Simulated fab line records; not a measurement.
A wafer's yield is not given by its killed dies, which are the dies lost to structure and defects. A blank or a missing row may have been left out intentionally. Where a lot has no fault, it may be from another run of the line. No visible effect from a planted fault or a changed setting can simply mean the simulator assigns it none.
fab line records / flow sky130
record lots=13 wafers=39 last-day=50
route steps=708 shown VIA3@576 METAL4@602 METAL5@662 PAD_OPEN@708
lots that met no fault: taken from a fault-free run of the same line
start-h: hours from the record's opening day to when the first of the lot's shown wafers began / wait-h: time in hours since the lot's previous step / " unchanged from the row above / L1.1+2: several wafers, shown together as one row / - value missing, or start not given / * or withheld: withheld / < > ~ a bound
route shown NAME@n: names a module that has steps shown in the file, with the first one's number in the route / usual: the fault-free wafers' mean and standard deviation / same: alike in all rows / chamber/n: place in a boat / sites: the reading at each site / _std_site: the values' standard deviation / _edge_site: the outer-site mean with the inner-site mean subtracted / radius-mm: how far each site lies from the wafer's centre / mask NAME#n: copy n / behind: tool/chamber where the wafer was last shaped / hold: the reason the lot was held/the length of the hold in hours/how it ended / device: whichever transistor did not switch (one of n, p or np) / end of line: the same wafers' tests at the end of the route / for a step that has no rows: nothing shown but its recipe / killed: the dies lost at the first sort to structure and to defects; this is not the yield of the wafer / map: per-die view of a wafer (x killed, . not killed, _ where there is no die)
set.NAME: the setting as run; set.NAME@STEP: as run at that earlier step / model.NAME: the simulator's own value behind a step, which no gauge read
one table for each step of the route and one row for each wafer, over a sample of lots
services: from which hour (start-h, from the record's first day; less than 0 if before it) a tool's chamber was out of use, for how many hours, and why
## steps
# step SKY_VIA3_BOW_MEAS_03
# recipe mode=bow
# usual VIA3_BOW=81/8.5
lot.wafer=L331.1 tool=film-metro-02 chamber=- start-h=913.34 wait-h=0.1 VIA3_BOW[um]=80
lot.wafer=L331.2 tool=film-metro-02 chamber=- start-h=913.34 wait-h=0.1 VIA3_BOW[um]=87
lot.wafer=L331.3 tool=film-metro-02 chamber=- start-h=913.34 wait-h=0.1 VIA3_BOW[um]=65
lot.wafer=L332.1 tool=film-metro-01 chamber=- start-h=927.07 wait-h=0.1 VIA3_BOW[um]=85
lot.wafer=L332.2 tool=film-metro-01 chamber=- start-h=927.07 wait-h=0.1 VIA3_BOW[um]=79
lot.wafer=L332.3 tool=film-metro-01 chamber=- start-h=927.07 wait-h=0.1 VIA3_BOW[um]=72
lot.wafer=L333.1 tool=film-metro-02 chamber=- start-h=930.98 wait-h=0.2 VIA3_BOW[um]=84
lot.wafer=L333.3 tool=film-metro-02 chamber=- start-h=930.98 wait-h=0.2 VIA3_BOW[um]=84
lot.wafer=L333.6 tool=film-metro-02 chamber=- start-h=930.98 wait-h=0.2 VIA3_BOW[um]=94
lot.wafer=L337.3 tool=film-metro-01 chamber=- start-h=970.55 wait-h=0.3 VIA3_BOW[um]=95
lot.wafer=L337.4 tool=film-metro-01 chamber=- start-h=970.55 wait-h=0.3 VIA3_BOW[um]=83
lot.wafer=L337.5 tool=film-metro-01 chamber=- start-h=970.55 wait-h=0.3 VIA3_BOW[um]=85
lot.wafer=L338.2 tool=film-metro-02 chamber=- start-h=971.00 wait-h=0.2 VIA3_BOW[um]=82
lot.wafer=L338.3 tool=film-metro-02 chamber=- start-h=971.00 wait-h=0.2 VIA3_BOW[um]=91
lot.wafer=L338.4 tool=film-metro-02 chamber=- start-h=971.00 wait-h=0.2 VIA3_BOW[um]=87
lot.wafer=L340.3 tool=film-metro-04 chamber=- start-h=982.37 wait-h=0.3 VIA3_BOW[um]=76
lot.wafer=L340.4 tool=film-metro-04 chamber=- start-h=982.37 wait-h=0.3 VIA3_BOW[um]=75
lot.wafer=L340.5 tool=film-metro-04 chamber=- start-h=982.37 wait-h=0.3 VIA3_BOW[um]=85
lot.wafer=L342.3 tool=film-metro-01 chamber=- start-h=1002.33 wait-h=0.3 VIA3_BOW[um]=86
lot.wafer=L342.5 tool=film-metro-01 chamber=- start-h=1002.33 wait-h=0.3 VIA3_BOW[um]=100
lot.wafer=L342.6 tool=film-metro-01 chamber=- start-h=1002.33 wait-h=0.3 VIA3_BOW[um]=85
lot.wafer=L343.3 tool=film-metro-04 chamber=- start-h=1010.93 wait-h=0.3 VIA3_BOW[um]=75
lot.wafer=L343.4 tool=film-metro-04 chamber=- start-h=1010.93 wait-h=0.3 VIA3_BOW[um]=82
lot.wafer=L343.6 tool=film-metro-04 chamber=- start-h=1010.93 wait-h=0.3 VIA3_BOW[um]=81
lot.wafer=L349.1 tool=film-metro-04 chamber=- start-h=1036.43 wait-h=0.1 VIA3_BOW[um]=87
lot.wafer=L349.3 tool=film-metro-04 chamber=- start-h=1036.43 wait-h=0.1 VIA3_BOW[um]=95
lot.wafer=L349.5 tool=film-metro-04 chamber=- start-h=1036.43 wait-h=0.1 VIA3_BOW[um]=98
lot.wafer=L350.1 tool=film-metro-02 chamber=- start-h=1040.08 wait-h=0.1 VIA3_BOW[um]=77
lot.wafer=L350.3 tool=film-metro-02 chamber=- start-h=1040.08 wait-h=0.1 VIA3_BOW[um]=72
lot.wafer=L350.6 tool=film-metro-02 chamber=- start-h=1040.08 wait-h=0.1 VIA3_BOW[um]=78
lot.wafer=L351.4 tool=film-metro-04 chamber=- start-h=1045.91 wait-h=0.2 VIA3_BOW[um]=76
lot.wafer=L351.5 tool=film-metro-04 chamber=- start-h=1045.91 wait-h=0.2 VIA3_BOW[um]=79
lot.wafer=L351.6 tool=film-metro-04 chamber=- start-h=1045.91 wait-h=0.2 VIA3_BOW[um]=80
lot.wafer=L352.1 tool=film-metro-01 chamber=- start-h=1050.13 wait-h=0.1 VIA3_BOW[um]=81
lot.wafer=L352.2 tool=film-metro-01 chamber=- start-h=1050.13 wait-h=0.1 VIA3_BOW[um]=79
lot.wafer=L352.4 tool=film-metro-01 chamber=- start-h=1050.13 wait-h=0.1 VIA3_BOW[um]=84
lot.wafer=L354.1 tool=film-metro-04 chamber=- start-h=1065.17 wait-h=0.1 VIA3_BOW[um]=85
lot.wafer=L354.4 tool=film-metro-04 chamber=- start-h=1065.17 wait-h=0.1 VIA3_BOW[um]=86
lot.wafer=L354.5 tool=film-metro-04 chamber=- start-h=1065.17 wait-h=0.1 VIA3_BOW[um]=83
# step SKY_METAL4_SPUTTER_04
# recipe material=TiN target-thk-nm=70 power-w=6500 time-s=58.3 chamber-pressure-pa=0.4
# usual throttle-valve-pct=30.0/0.85
lot.wafer=L331.1 tool=pvd-sputter-02 chamber=- start-h=939.15 wait-h=0.0 throttle-valve-pct=29.4
lot.wafer=L331.2 tool=pvd-sputter-02 chamber=- start-h=939.15 wait-h=0.0 throttle-valve-pct=29.7
lot.wafer=L331.3 tool=pvd-sputter-02 chamber=- start-h=939.15 wait-h=0.0 throttle-valve-pct=30.4
lot.wafer=L332.1 tool=pvd-sputter-03 chamber=- start-h=953.35 wait-h=0.0 throttle-valve-pct=31.9
lot.wafer=L332.2 tool=pvd-sputter-03 chamber=- start-h=953.35 wait-h=0.0 throttle-valve-pct=30.4
lot.wafer=L332.3 tool=pvd-sputter-03 chamber=- start-h=953.35 wait-h=0.0 throttle-valve-pct=30.6
lot.wafer=L333.1 tool=pvd-sputter-04 chamber=- start-h=957.26 wait-h=0.0 throttle-valve-pct=28.4
lot.wafer=L333.3 tool=pvd-sputter-04 chamber=- start-h=957.26 wait-h=0.0 throttle-valve-pct=29.7
lot.wafer=L333.6 tool=pvd-sputter-04 chamber=- start-h=957.26 wait-h=0.0 throttle-valve-pct=29.7
lot.wafer=L337.3 tool=pvd-sputter-04 chamber=- start-h=995.55 wait-h=0.0 throttle-valve-pct=28.3
lot.wafer=L337.4 tool=pvd-sputter-04 chamber=- start-h=995.55 wait-h=0.0 throttle-valve-pct=30.4
lot.wafer=L337.5 tool=pvd-sputter-04 chamber=- start-h=995.55 wait-h=0.0 throttle-valve-pct=29.7
lot.wafer=L338.2 tool=pvd-sputter-04 chamber=- start-h=996.06 wait-h=0.0 throttle-valve-pct=29.9
lot.wafer=L338.3 tool=pvd-sputter-04 chamber=- start-h=996.06 wait-h=0.0 throttle-valve-pct=28.6
lot.wafer=L338.4 tool=pvd-sputter-04 chamber=- start-h=996.06 wait-h=0.0 throttle-valve-pct=30.3
lot.wafer=L340.3 tool=pvd-sputter-03 chamber=- start-h=1007.88 wait-h=0.0 throttle-valve-pct=30.4
lot.wafer=L340.4 tool=pvd-sputter-03 chamber=- start-h=1007.88 wait-h=0.0 throttle-valve-pct=31.8
lot.wafer=L340.5 tool=pvd-sputter-03 chamber=- start-h=1007.88 wait-h=0.0 throttle-valve-pct=30.0
lot.wafer=L342.3 tool=pvd-sputter-03 chamber=- start-h=1026.55 wait-h=0.0 throttle-valve-pct=30.7
lot.wafer=L342.5 tool=pvd-sputter-03 chamber=- start-h=1026.55 wait-h=0.0 throttle-valve-pct=31.9
lot.wafer=L342.6 tool=pvd-sputter-03 chamber=- start-h=1026.55 wait-h=0.0 throttle-valve-pct=30.4
lot.wafer=L343.3 tool=pvd-sputter-02 chamber=- start-h=1035.22 wait-h=0.0 throttle-valve-pct=29.3
lot.wafer=L343.4 tool=pvd-sputter-02 chamber=- start-h=1035.22 wait-h=0.0 throttle-valve-pct=30.6
lot.wafer=L343.6 tool=pvd-sputter-02 chamber=- start-h=1035.22 wait-h=0.0 throttle-valve-pct=29.9
lot.wafer=L349.1 tool=pvd-sputter-04 chamber=- start-h=1058.66 wait-h=0.0 throttle-valve-pct=30.0
lot.wafer=L349.3 tool=pvd-sputter-04 chamber=- start-h=1058.66 wait-h=0.0 throttle-valve-pct=30.5
lot.wafer=L349.5 tool=pvd-sputter-04 chamber=- start-h=1058.66 wait-h=0.0 throttle-valve-pct=29.7
lot.wafer=L350.1 tool=pvd-sputter-02 chamber=- start-h=1063.58 wait-h=0.0 throttle-valve-pct=30.6
lot.wafer=L350.3 tool=pvd-sputter-02 chamber=- start-h=1063.58 wait-h=0.0 throttle-valve-pct=29.6
lot.wafer=L350.6 tool=pvd-sputter-02 chamber=- start-h=1063.58 wait-h=0.0 throttle-valve-pct=29.9
lot.wafer=L351.4 tool=pvd-sputter-04 chamber=- start-h=1069.20 wait-h=0.0 throttle-valve-pct=29.8
lot.wafer=L351.5 tool=pvd-sputter-04 chamber=- start-h=1069.20 wait-h=0.0 throttle-valve-pct=28.3
lot.wafer=L351.6 tool=pvd-sputter-04 chamber=- start-h=1069.20 wait-h=0.0 throttle-valve-pct=29.7
lot.wafer=L352.1 tool=pvd-sputter-02 chamber=- start-h=1073.73 wait-h=0.0 throttle-valve-pct=30.8
lot.wafer=L352.2 tool=pvd-sputter-02 chamber=- start-h=1073.73 wait-h=0.0 throttle-valve-pct=30.0
lot.wafer=L352.4 tool=pvd-sputter-02 chamber=- start-h=1073.73 wait-h=0.0 throttle-valve-pct=29.1
lot.wafer=L354.1 tool=pvd-sputter-04 chamber=- start-h=1088.65 wait-h=0.0 throttle-valve-pct=29.5
lot.wafer=L354.4 tool=pvd-sputter-04 chamber=- start-h=1088.65 wait-h=0.0 throttle-valve-pct=30.3
lot.wafer=L354.5 tool=pvd-sputter-04 chamber=- start-h=1088.65 wait-h=0.0 throttle-valve-pct=29.6
# step SKY_METAL4_CD_MEAS_13
# recipe target-cd-nm=300
# usual cd-nm=300.1/1.4
lot.wafer=L331.1 tool=cd-sem-01 chamber=- start-h=987.91 wait-h=- cd-nm=298.0
lot.wafer=L331.2 tool=cd-sem-01 chamber=- start-h=987.91 wait-h=- cd-nm=298.6
lot.wafer=L331.3 tool=cd-sem-01 chamber=- start-h=987.91 wait-h=- cd-nm=298.3
lot.wafer=L332.1 tool=cd-sem-02 chamber=- start-h=1002.27 wait-h=- cd-nm=299.7
lot.wafer=L332.2 tool=cd-sem-02 chamber=- start-h=1002.27 wait-h=- cd-nm=300.6
lot.wafer=L332.3 tool=cd-sem-02 chamber=- start-h=1002.27 wait-h=- cd-nm=299.6
lot.wafer=L333.1 tool=cd-sem-01 chamber=- start-h=1005.79 wait-h=- cd-nm=300.2
lot.wafer=L333.3 tool=cd-sem-01 chamber=- start-h=1005.79 wait-h=- cd-nm=298.7
lot.wafer=L333.6 tool=cd-sem-01 chamber=- start-h=1005.79 wait-h=- cd-nm=301.0
lot.wafer=L337.3 tool=cd-sem-01 chamber=- start-h=1041.05 wait-h=- cd-nm=299.4
lot.wafer=L337.4 tool=cd-sem-01 chamber=- start-h=1041.05 wait-h=- cd-nm=300.7
lot.wafer=L337.5 tool=cd-sem-01 chamber=- start-h=1041.05 wait-h=- cd-nm=301.0
lot.wafer=L338.2 tool=cd-sem-01 chamber=- start-h=1041.91 wait-h=- cd-nm=300.8
lot.wafer=L338.3 tool=cd-sem-01 chamber=- start-h=1041.91 wait-h=- cd-nm=300.4
lot.wafer=L338.4 tool=cd-sem-01 chamber=- start-h=1041.91 wait-h=- cd-nm=300.7
lot.wafer=L340.3 tool=cd-sem-01 chamber=- start-h=1052.33 wait-h=- cd-nm=299.1
lot.wafer=L340.4 tool=cd-sem-01 chamber=- start-h=1052.33 wait-h=- cd-nm=299.0
lot.wafer=L340.5 tool=cd-sem-01 chamber=- start-h=1052.33 wait-h=- cd-nm=297.2
lot.wafer=L342.3 tool=cd-sem-01 chamber=- start-h=1070.48 wait-h=- cd-nm=300.2
lot.wafer=L342.5 tool=cd-sem-01 chamber=- start-h=1070.48 wait-h=- cd-nm=301.1
lot.wafer=L342.6 tool=cd-sem-01 chamber=- start-h=1070.48 wait-h=- cd-nm=301.0
lot.wafer=L343.3 tool=cd-sem-01 chamber=- start-h=1079.11 wait-h=- cd-nm=301.0
lot.wafer=L343.4 tool=cd-sem-01 chamber=- start-h=1079.11 wait-h=- cd-nm=300.2
lot.wafer=L343.6 tool=cd-sem-01 chamber=- start-h=1079.11 wait-h=- cd-nm=299.6
lot.wafer=L349.1 tool=cd-sem-01 chamber=- start-h=1102.79 wait-h=- cd-nm=299.3
lot.wafer=L349.3 tool=cd-sem-01 chamber=- start-h=1102.79 wait-h=- cd-nm=299.8
lot.wafer=L349.5 tool=cd-sem-01 chamber=- start-h=1102.79 wait-h=- cd-nm=300.6
lot.wafer=L350.1 tool=cd-sem-01 chamber=- start-h=1106.06 wait-h=- cd-nm=300.5
lot.wafer=L350.3 tool=cd-sem-01 chamber=- start-h=1106.06 wait-h=- cd-nm=300.5
lot.wafer=L350.6 tool=cd-sem-01 chamber=- start-h=1106.06 wait-h=- cd-nm=299.5
lot.wafer=L351.4 tool=cd-sem-01 chamber=- start-h=1112.52 wait-h=- cd-nm=298.2
lot.wafer=L351.5 tool=cd-sem-01 chamber=- start-h=1112.52 wait-h=- cd-nm=298.6
lot.wafer=L351.6 tool=cd-sem-01 chamber=- start-h=1112.52 wait-h=- cd-nm=298.3
lot.wafer=L352.1 tool=cd-sem-01 chamber=- start-h=1115.16 wait-h=- cd-nm=300.1
lot.wafer=L352.2 tool=cd-sem-01 chamber=- start-h=1115.16 wait-h=- cd-nm=300.5
lot.wafer=L352.4 tool=cd-sem-01 chamber=- start-h=1115.16 wait-h=- cd-nm=300.8
lot.wafer=L354.1 tool=cd-sem-01 chamber=- start-h=1129.69 wait-h=- cd-nm=299.6
lot.wafer=L354.4 tool=cd-sem-01 chamber=- start-h=1129.69 wait-h=- cd-nm=300.2
lot.wafer=L354.5 tool=cd-sem-01 chamber=- start-h=1129.69 wait-h=- cd-nm=300.2
# step SKY_METAL5_SPUTTER_01
# recipe material=TiN target-thk-nm=20 power-w=6500 time-s=16.7 chamber-pressure-pa=0.4
# usual throttle-valve-pct=30.2/0.7
lot.wafer=L331.1 tool=pvd-sputter-01 chamber=- start-h=1014.13 wait-h=0.0 throttle-valve-pct=29.9
lot.wafer=L331.2 tool=pvd-sputter-01 chamber=- start-h=1014.13 wait-h=0.0 throttle-valve-pct=30.8
lot.wafer=L331.3 tool=pvd-sputter-01 chamber=- start-h=1014.13 wait-h=0.0 throttle-valve-pct=30.2
lot.wafer=L332.1 tool=pvd-sputter-02 chamber=- start-h=1027.57 wait-h=0.0 throttle-valve-pct=30.7
lot.wafer=L332.2 tool=pvd-sputter-02 chamber=- start-h=1027.57 wait-h=0.0 throttle-valve-pct=30.0
lot.wafer=L332.3 tool=pvd-sputter-02 chamber=- start-h=1027.57 wait-h=0.0 throttle-valve-pct=29.3
lot.wafer=L333.1 tool=pvd-sputter-01 chamber=- start-h=1031.05 wait-h=0.0 throttle-valve-pct=29.4
lot.wafer=L333.3 tool=pvd-sputter-01 chamber=- start-h=1031.05 wait-h=0.0 throttle-valve-pct=30.5
lot.wafer=L333.6 tool=pvd-sputter-01 chamber=- start-h=1031.05 wait-h=0.0 throttle-valve-pct=29.7
lot.wafer=L337.3 tool=pvd-sputter-01 chamber=- start-h=1064.89 wait-h=0.0 throttle-valve-pct=29.4
lot.wafer=L337.4 tool=pvd-sputter-01 chamber=- start-h=1064.89 wait-h=0.0 throttle-valve-pct=30.4
lot.wafer=L337.5 tool=pvd-sputter-01 chamber=- start-h=1064.89 wait-h=0.0 throttle-valve-pct=30.7
lot.wafer=L338.2 tool=pvd-sputter-03 chamber=- start-h=1066.71 wait-h=0.0 throttle-valve-pct=30.5
lot.wafer=L338.3 tool=pvd-sputter-03 chamber=- start-h=1066.71 wait-h=0.0 throttle-valve-pct=31.9
lot.wafer=L338.4 tool=pvd-sputter-03 chamber=- start-h=1066.71 wait-h=0.0 throttle-valve-pct=30.3
lot.wafer=L340.3 tool=pvd-sputter-01 chamber=- start-h=1076.55 wait-h=0.0 throttle-valve-pct=30.4
lot.wafer=L340.4 tool=pvd-sputter-01 chamber=- start-h=1076.55 wait-h=0.0 throttle-valve-pct=30.4
lot.wafer=L340.5 tool=pvd-sputter-01 chamber=- start-h=1076.55 wait-h=0.0 throttle-valve-pct=30.3
lot.wafer=L342.3 tool=pvd-sputter-01 chamber=- start-h=1093.80 wait-h=0.0 throttle-valve-pct=30.9
lot.wafer=L342.5 tool=pvd-sputter-01 chamber=- start-h=1093.80 wait-h=0.0 throttle-valve-pct=29.4
lot.wafer=L342.6 tool=pvd-sputter-01 chamber=- start-h=1093.80 wait-h=0.0 throttle-valve-pct=30.9
lot.wafer=L343.3 tool=pvd-sputter-03 chamber=- start-h=1103.23 wait-h=0.0 throttle-valve-pct=30.5
lot.wafer=L343.4 tool=pvd-sputter-03 chamber=- start-h=1103.23 wait-h=0.0 throttle-valve-pct=30.7
lot.wafer=L343.6 tool=pvd-sputter-03 chamber=- start-h=1103.23 wait-h=0.0 throttle-valve-pct=29.2
lot.wafer=L349.1 tool=pvd-sputter-01 chamber=- start-h=1125.20 wait-h=0.0 throttle-valve-pct=30.3
lot.wafer=L349.3 tool=pvd-sputter-01 chamber=- start-h=1125.20 wait-h=0.0 throttle-valve-pct=31.0
lot.wafer=L349.5 tool=pvd-sputter-01 chamber=- start-h=1125.20 wait-h=0.0 throttle-valve-pct=29.3
lot.wafer=L350.1 tool=pvd-sputter-02 chamber=- start-h=1129.30 wait-h=0.0 throttle-valve-pct=29.5
lot.wafer=L350.3 tool=pvd-sputter-02 chamber=- start-h=1129.30 wait-h=0.0 throttle-valve-pct=29.7
lot.wafer=L350.6 tool=pvd-sputter-02 chamber=- start-h=1129.30 wait-h=0.0 throttle-valve-pct=29.7
lot.wafer=L351.4 tool=pvd-sputter-01 chamber=- start-h=1134.96 wait-h=0.0 throttle-valve-pct=31.1
lot.wafer=L351.5 tool=pvd-sputter-01 chamber=- start-h=1134.96 wait-h=0.0 throttle-valve-pct=30.7
lot.wafer=L351.6 tool=pvd-sputter-01 chamber=- start-h=1134.96 wait-h=0.0 throttle-valve-pct=30.2
lot.wafer=L352.1 tool=pvd-sputter-02 chamber=- start-h=1138.61 wait-h=0.0 throttle-valve-pct=29.0
lot.wafer=L352.2 tool=pvd-sputter-02 chamber=- start-h=1138.61 wait-h=0.0 throttle-valve-pct=29.5
lot.wafer=L352.4 tool=pvd-sputter-02 chamber=- start-h=1138.61 wait-h=0.0 throttle-valve-pct=30.8
lot.wafer=L354.1 tool=pvd-sputter-03 chamber=- start-h=1151.52 wait-h=0.0 throttle-valve-pct=30.8
lot.wafer=L354.4 tool=pvd-sputter-03 chamber=- start-h=1151.52 wait-h=0.0 throttle-valve-pct=30.6
lot.wafer=L354.5 tool=pvd-sputter-03 chamber=- start-h=1151.52 wait-h=0.0 throttle-valve-pct=30.9
# step SKY_PAD_OPEN_PROBE_99
# usual defect-limited-yield=82.3/1.9 killed_at_M0_to_M3=43/7.4 killed_at_M4_up=3.3/2 killed-at-contacts=24/5.4 killed-at-front-end=16/4.2 killed-at-other=0.3/0.61 killed-dies=87/9.4 killed-open=47/7.3 killed-short=40/6.7 sort_bin_3_pad_short=0.9/0.43 sort_bin_5_function=10.4/1.4 sort_bin_6_memory=6.4/1.2 sort-n-pass=405/9.4 sort-yield-pct=82.3/1.9
# same gross-dies=492 killed-at-back-side=0 sort_bin_4_leakage[%]=0 sort_bin_8_speed[%]=0
lot.wafer=L340.3 tool=prober-01 chamber=- start-h=1141.48 wait-h=0.2 defect-limited-yield[%]=82.3 killed_at_M0_to_M3=47 killed_at_M4_up=3 killed-at-contacts=18 killed-at-front-end=18 killed-at-other=1 killed-dies=87 killed-open=48 killed-short=39 sort_bin_3_pad_short[%]=0.4 sort_bin_5_function[%]=12.8 sort_bin_6_memory[%]=4.5 sort-n-pass=405 sort-yield-pct[%]=82.3
lot.wafer=L340.4 tool=prober-01 chamber=- start-h=1141.53 wait-h=0.2 defect-limited-yield[%]=75.8 killed_at_M0_to_M3=41 killed_at_M4_up=30 killed-at-contacts=28 killed-at-front-end=20 killed-at-other=0 killed-dies=119 killed-open=47 killed-short=45 sort_bin_3_pad_short[%]=2.4 sort_bin_5_function[%]=15.7 sort_bin_6_memory[%]=6.1 sort-n-pass=373 sort-yield-pct[%]=75.8
lot.wafer=L340.5 tool=prober-01 chamber=- start-h=1141.58 wait-h=0.2 defect-limited-yield[%]=82.7 killed_at_M0_to_M3=41 killed_at_M4_up=5 killed-at-contacts=26 killed-at-front-end=13 killed-at-other=0 killed-dies=85 killed-open=51 killed-short=34 sort_bin_3_pad_short[%]=0.6 sort_bin_5_function[%]=9.6 sort_bin_6_memory[%]=7.1 sort-n-pass=407 sort-yield-pct[%]=82.7
lot.wafer=L342.3 tool=prober-01 chamber=- start-h=1156.94 wait-h=0.2 defect-limited-yield[%]=81.5 killed_at_M0_to_M3=39 killed_at_M4_up=3 killed-at-contacts=31 killed-at-front-end=18 killed-at-other=0 killed-dies=91 killed-open=50 killed-short=39 sort_bin_3_pad_short[%]=1.0 sort_bin_5_function[%]=10.8 sort_bin_6_memory[%]=6.7 sort-n-pass=401 sort-yield-pct[%]=81.5
lot.wafer=L342.5 tool=prober-01 chamber=- start-h=1157.04 wait-h=0.2 defect-limited-yield[%]=75.6 killed_at_M0_to_M3=42 killed_at_M4_up=32 killed-at-contacts=31 killed-at-front-end=15 killed-at-other=0 killed-dies=120 killed-open=57 killed-short=38 sort_bin_3_pad_short[%]=2.2 sort_bin_5_function[%]=14.8 sort_bin_6_memory[%]=7.3 sort-n-pass=372 sort-yield-pct[%]=75.6
lot.wafer=L342.6 tool=prober-01 chamber=- start-h=1157.09 wait-h=0.2 defect-limited-yield[%]=83.5 killed_at_M0_to_M3=42 killed_at_M4_up=3 killed-at-contacts=30 killed-at-front-end=6 killed-at-other=0 killed-dies=81 killed-open=46 killed-short=35 sort_bin_3_pad_short[%]=0.4 sort_bin_5_function[%]=10.6 sort_bin_6_memory[%]=5.5 sort-n-pass=411 sort-yield-pct[%]=83.5
# killed by level:class
L340.3 VIA1:geometric-particle:open=10 VIA1:geometric-particle:short=9 CONTACT:geometric-particle:open=7 VIA3:geometric-particle:open=6 POLY_GATE:geometric-particle:short=5 LI_CONTACT:geometric-particle:open=5 VIA2:geometric-particle:open=5 CONTACT:geometric-particle:short=4
L340.4 METAL4:unspecified=27 VIA1:geometric-particle:open=9 LI_CONTACT:geometric-particle:open=7 LOCAL_INTERCONNECT:geometric-particle:short=7 METAL1:geometric-particle:short=7 VIA3:geometric-particle:open=6 CONTACT:geometric-particle:short=6 POLY_GATE:geometric-particle:open=5
L340.5 VIA1:geometric-particle:open=19 CONTACT:geometric-particle:open=11 LI_CONTACT:geometric-particle:open=10 METAL1:geometric-particle:short=6 POLY_GATE:geometric-particle:short=4 VIA3:geometric-particle:short=4 LI_CONTACT:geometric-particle:short=3 VIA2:geometric-particle:open=3
L342.3 CONTACT:geometric-particle:open=12 VIA3:geometric-particle:open=11 VIA1:geometric-particle:open=9 LOCAL_INTERCONNECT:geometric-particle:short=7 CONTACT:geometric-particle:short=6 VIA2:geometric-particle:open=6 FIELD_ISO:geometric-particle:short=5 FIELD_ISO:geometric-particle:open=4
L342.5 METAL4:unspecified=25 LI_CONTACT:geometric-particle:open=13 CONTACT:geometric-particle:open=11 VIA3:geometric-particle:open=10 VIA1:geometric-particle:open=8 FIELD_ISO:geometric-particle:short=7 CONTACT:geometric-particle:short=5 METAL1:geometric-particle:short=5
L342.6 VIA1:geometric-particle:open=13 CONTACT:geometric-particle:open=9 LI_CONTACT:geometric-particle:open=8 CONTACT:geometric-particle:short=6 METAL1:geometric-particle:short=5 VIA2:geometric-particle:open=5 VIA1:geometric-particle:short=4 LOCAL_INTERCONNECT:geometric-particle:short=3
## services
tool=pvd-sputter-01 chamber=- start-h=924.90 hours=6.3 kind=repair
tool=pvd-sputter-04 chamber=- start-h=935.87 hours=3.5 kind=repair
tool=pvd-sputter-03 chamber=2 start-h=952.56 hours=- kind=consumable-replace:kit
tool=pvd-sputter-03 chamber=2 start-h=952.56 hours=18.0 kind=scheduled-down
tool=pvd-sputter-03 chamber=2 start-h=952.56 hours=18.0 kind=vent-cycle
tool=pvd-sputter-04 chamber=1 start-h=957.31 hours=- kind=consumable-replace:kit
tool=pvd-sputter-04 chamber=1 start-h=957.31 hours=18.0 kind=scheduled-down
tool=pvd-sputter-04 chamber=1 start-h=957.31 hours=18.0 kind=vent-cycle
tool=pvd-sputter-01 chamber=- start-h=996.10 hours=4.9 kind=repair
tool=pvd-sputter-04 chamber=- start-h=1020.52 hours=7.2 kind=repair
tool=pvd-sputter-03 chamber=1 start-h=1037.11 hours=- kind=consumable-replace:kit
tool=pvd-sputter-03 chamber=1 start-h=1037.11 hours=18.0 kind=scheduled-down
tool=pvd-sputter-01 chamber=1 start-h=1040.97 hours=- kind=consumable-replace:kit
tool=pvd-sputter-01 chamber=1 start-h=1040.97 hours=18.0 kind=scheduled-down
tool=pvd-sputter-01 chamber=1 start-h=1040.97 hours=18.0 kind=vent-cycle
tool=pvd-sputter-04 chamber=- start-h=1043.05 hours=3.0 kind=repair
tool=pvd-sputter-01 chamber=- start-h=1058.27 hours=3.3 kind=repair
tool=pvd-sputter-02 chamber=1 start-h=1074.98 hours=- kind=consumable-replace:kit
tool=pvd-sputter-02 chamber=1 start-h=1074.98 hours=18.0 kind=scheduled-down
tool=pvd-sputter-02 chamber=1 start-h=1074.98 hours=18.0 kind=vent-cycle
tool=pvd-sputter-03 chamber=- start-h=1129.73 hours=1.7 kind=repair
tool=pvd-sputter-01 chamber=0 start-h=1141.61 hours=- kind=consumable-replace:kit
tool=pvd-sputter-01 chamber=0 start-h=1141.61 hours=18.0 kind=scheduled-down
tool=pvd-sputter-01 chamber=0 start-h=1141.61 hours=18.0 kind=vent-cycle
## key
first-sign step=SKY_PAD_OPEN_PROBE_99 reading=killed_at_M4_up direction=up sigmas=14 usual=3.3 struck=31
effect step=SKY_PAD_OPEN_PROBE_99 reading=killed-dies direction=up sigmas=3.4 usual=87 struck=120
met-at SKY_METAL4_SPUTTER_04
struck-lots L340,L342
struck-wafers L340.4,L342.5
not-acting-at SKY_VIA3_BOW_MEAS_03,SKY_METAL4_CD_MEAS_13,SKY_METAL5_SPUTTER_01
onset-between 953.35 1007.88
fault kind=chamber-particle-source tool=pvd-sputter-03 chamber=- onset-h=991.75 steps=SKY_METAL4_SPUTTER_04 rate-per-visit-cm2=0.49098 end-h=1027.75 scope=struck-wafers-only
